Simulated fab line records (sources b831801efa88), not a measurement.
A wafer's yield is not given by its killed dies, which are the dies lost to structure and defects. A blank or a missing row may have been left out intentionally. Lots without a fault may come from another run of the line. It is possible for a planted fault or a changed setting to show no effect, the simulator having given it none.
A struck lot beside a sound one | flow gf180mcu | 44 steps out of a route of 602
Sound: the wafers L960.2, L960.5, L960.6. Struck: wafers L972.2, L972.3. The cause is given at the end.
Per side, at each step with rows, come the tool, then ch with its chambers, and then its first start. Under that, the readings that differ: sound wafers | struck wafers | difference of the means | sigmas: that difference in standard deviations of wafers without a fault.
alike: readings whose means differ by less than 2 such deviations, and words and numbers that are the same on both sides. not compared: withheld readings, readings that some wafer has no value for, bounds like >300 that may hide the same value, and numbers for which the record gives no deviation and whose values overlap.
Wherever a step has rows on one side only, a row that says differs or no value, or a row with sigmas, the two part there. Numbers that don't overlap but have no deviation are shown without sigmas and don't part them. A reading missing from all wafers of one side parts the sides only when that side holds two or more wafers.

first, 2 steps without rows for these wafers: GF_V3_STRIP_19 (strips in post etch residue remover, time 1200 s); GF_V3_CLEAN_20 (cleans in DIW).
GF_V3_SPUTTER_21: material Ti, target thk 15 nm, time 80.02 s.
  struck on pvd-sputter-02, day 27 18:01; sound on pvd-sputter-04, day 23 18:43
  alike: throttle-valve-pct
then, 1 step without rows for these wafers: GF_V3_SPUTTER_22 (material TiN, target thk 10 nm, time 40 s).
GF_V3_CVD_23: deposits W, target thk 350 nm, time 104.9 s.
  sound on cvd-w-01 ch 0,1, day 23 18:49; struck on cvd-w-01 ch 1, day 27 18:07
  alike: heater-power-outer-w, heater-power-w
GF_V3_RS_MEAS_24: the measuring method here is four-point-probe.
  struck on film-metro-03, day 27 18:15; sound on film-metro-02, day 23 18:57
  alike: V3_W_RS
GF_V3_THK_MEAS_25: measures by xrf.
  struck on film-metro-03, day 27 18:22; sound on film-metro-02, day 23 19:04
  alike: V3_W_THK
then, 3 steps without rows for these wafers: GF_V3_CMP_26 (polishes, stops on SiO2, t overpolish 15 s, target thk 0 nm); GF_M4_SPUTTER_00 (material Ti, target thk 37.5 nm, time 150 s); GF_M4_SPUTTER_01 (material TiN, target thk 30 nm, time 25 s).
GF_M4_SPUTTER_02: material AlCu, target thk 450 nm, time 23.9 s.
  struck on pvd-sputter-04, day 27 18:50; sound on pvd-sputter-03, day 23 19:32
  alike: throttle-valve-pct
then, 1 step without rows for these wafers: GF_M4_SPUTTER_03 (material Ti, target thk 10 nm, time 6.7 s).
GF_M4_SPUTTER_04: material TiN, target thk 50 nm, time 41.7 s.
  struck on pvd-sputter-04, day 27 18:53; sound on pvd-sputter-03, day 23 19:35
  reading                                | sound             | struck      | difference | sigmas
  model.TiN_of_M4_SPUTTER_04.thk-nm (nm) | 49.88 49.54 49.38 | 44.61 44.48 | -5.05      |
  alike: throttle-valve-pct
GF_M4_RS_MEAS_05: the measuring method here is four-point-probe.
  struck on film-metro-01, day 27 18:57; sound on film-metro-01, day 23 19:39
  alike: M4_ALCU_RS
GF_M4_THK_MEAS_06: measures by xrf.
  struck on film-metro-01, day 27 19:04; sound on film-metro-01, day 23 19:46
  alike: M4_ALCU_THK
then, 7 steps without rows for these wafers: GF_M4_DEHYDRATE_07 (time 60 s); GF_M4_HMDS_08 (prime time 60 s); GF_M4_COAT_09 (resist thk 1000 nm); GF_M4_SOFTBAKE_10 (time 60 s); GF_M4_EXPOSE_11 (exposes mask Metal4, target cd 280 nm); GF_M4_PEB_12 (peb time 90 s); GF_M4_DEVELOP_13 (develop time 60 s).
GF_M4_CD_MEAS_14: the cd target is 280 nm.
  struck on cd-sem-01, day 28 14:03; sound on cd-sem-02, day 24 17:11
  reading    | sound             | struck      | difference | sigmas
  cd-nm (nm) | 278.6 278.7 279.4 | 281.8 281.6 | +2.8       | +2
GF_M4_OVL_MEAS_15:
  struck on overlay-02, day 28 14:09; sound on overlay-02, day 24 17:17
  alike: M4_OVL
then, 1 step without rows for these wafers: GF_M4_METAL_ETCH_16 (etches the open film in Cl2/BCl3, stops on SiO2, target depth 750.8 nm, time 125.1 s).
GF_M4_STRIP_17: strips in O2/N2.
  sound on plasma-asher-03 ch 0,1, day 24 17:27; struck on plasma-asher-01 ch 1, day 28 14:19
  reading                     | sound       | struck  | difference | sigmas
  drypump-motor-current-A (A) | 6.5 6.5 6.0 | 4.9 4.9 | -1.4       | -2
  alike: heater-power-w, oes-product-au, strip-time-to-endpoint-s
  not compared: rf-hours-counter-h
then, 3 steps without rows for these wafers: GF_M4_STRIP_18 (strips in post etch residue remover, time 1200 s); GF_M4_CLEAN_19 (cleans in DIW); GF_V4_CVD_00 (deposits SiO2, target thk 600 nm, time 100 s).
GF_V4_THK_MEAS_01:
  struck on film-metro-03, day 28 14:56; sound on film-metro-02, day 24 18:04
  alike: V4_CVD_00_THK
then, 1 step without rows for these wafers: GF_V4_CVD_02 (deposits SiO2 from TEOS, target thk 850 nm, time 94.851 s).
GF_V4_THK_MEAS_03:
  struck on film-metro-02, day 28 15:04; sound on film-metro-03, day 24 18:12
  alike: V4_CVD_02_THK
GF_V4_CMP_04: polishes SiO2.
  sound on cmp-02 ch 0,1, day 24 18:15; struck on cmp-02 ch 0,2, day 28 15:07
  alike: motor-current-A, platen-rpm, time-to-endpoint-s
GF_V4_BOW_MEAS_05:
  struck on film-metro-04, day 28 15:26; sound on film-metro-04, day 24 18:34
  alike: V4_BOW
then, 8 steps without rows for these wafers: GF_V4_DEHYDRATE_06 (time 60 s); GF_V4_HMDS_07 (prime time 60 s); GF_V4_COAT_08; GF_V4_COAT_09 (resist thk 1000 nm); GF_V4_SOFTBAKE_10 (time 60 s); GF_V4_EXPOSE_11 (exposes mask Via4, target cd 260 nm); GF_V4_PEB_12 (peb time 90 s); GF_V4_DEVELOP_13 (develop time 60 s).
GF_V4_STRIP_19: strips in post etch residue remover, time 1200 s.
  sound on wet-bench-03 ch 3, day 25 16:09; struck on wet-bench-03 ch 2, day 29 10:54
  reading                                | sound            | struck      | difference | sigmas
  model.TiN_of_M4_SPUTTER_04.thk-nm (nm) | 49.04 48.7 48.54 | 43.77 43.63 | -5.06      |
  alike: bath-guard-temp-C
-- the record jumps here: 4 days lie between the struck wafers' starts before and after (it left off in module V4 and takes up again in module PASSIVATION, whose first step shown is number 602 of the route) --
GF_PASSIVATION_PROBE_99:
  only the struck wafers here have rows in the record (prober-01, day 33 10:13); the sound ones have none

## WHERE THEY PART
Last at GF_PASSIVATION_PROBE_99 as far as this record goes, first at GF_M4_CD_MEAS_14.

WHY: what the simulator had put in
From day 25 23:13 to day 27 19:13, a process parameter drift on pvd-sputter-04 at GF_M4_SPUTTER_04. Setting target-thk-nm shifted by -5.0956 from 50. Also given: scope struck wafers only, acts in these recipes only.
